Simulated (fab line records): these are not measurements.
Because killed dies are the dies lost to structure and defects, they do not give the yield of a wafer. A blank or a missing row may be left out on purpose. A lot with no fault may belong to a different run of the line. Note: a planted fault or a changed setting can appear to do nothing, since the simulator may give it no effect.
Chamber matching | flow gf180mcu | 4 sister chambers for GF_V1_CMP_04 on cmp-01
The step polishes SiO2. 14 wafers are shown with their chamber, then 6 later ones without.

== WAFERS, EACH WITH ITS CHAMBER ==
wafer  | chamber | motor_current_A (A) | time_to_endpoint_s (s)
L777.1 | 0       | 14.5                | 84
L777.4 | 2       | 12.0                | 84
L777.6 | 3       | 15.4                | 89
L780.1 | 2       | 11.4                | 80
L780.3 | 0       | 14.9                | 73
L780.4 | 1       | 11.5                | 88
L781.1 | 1       | 11.2                | 74
L781.5 | 3       | 15.5                | 85
L781.6 | 2       | 12.0                | 81
L784.2 | 1       | 11.8                | 78
L784.4 | 0       | 14.8                | 84
L784.5 | 1       | 11.3                | 85
L787.3 | 3       | 15.1                | 81
L787.4 | 1       | 12.1                | 88

SIGNATURES, as means of the wafers listed above
reading            | chamber 0 | chamber 1 | chamber 2 | chamber 3 | scatter within a chamber
motor_current_A    | 14.733    | 11.580    | 11.800    | 15.333    | 0.31
time_to_endpoint_s | 80.33     | 82.60     | 81.67     | 85.00     | 5.3
Rule: a wafer's distance from a chamber is the root of the sum, over the readings, of the square of ((its reading less the chamber's mean) divided by the reading's scatter). If the next closest chamber is less than 2 further off than the closest, the wafer can't be placed; otherwise it belongs to the closest. The scatter: the root of (the sum of the squares of (reading less its chamber's mean) over the shown wafers, divided by (wafers less chambers)).

== WAFERS MISSING THEIR CHAMBER ==
wafer  | motor_current_A (A) | time_to_endpoint_s (s)
L787.6 | 14.6                | 87
L790.1 | 11.6                | 75
L790.3 | 11.3                | 80
L790.4 | 13.5                | 86
L793.2 | 13.7                | 81
L793.4 | 14.7                | 94

== WHICH CHAMBER EACH ONE RAN IN ==
wafer  | from the rows above          | in truth
L787.6 | can't be placed: 0 or 3      | 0
L790.1 | can't be placed: 2 or 1      | 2
L790.3 | can't be placed: 1 or 2      | 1
L790.4 | can't be placed: 0 or 2 or 3 | 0
L793.2 | can't be placed: 0 or 3      | 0
L793.4 | can't be placed: 0 or 3      | 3
Correctly placed: 0 of 6. Cannot be placed on the basis of these rows: 6; the candidates contain the true chamber in 6. Wrongly placed: 0.
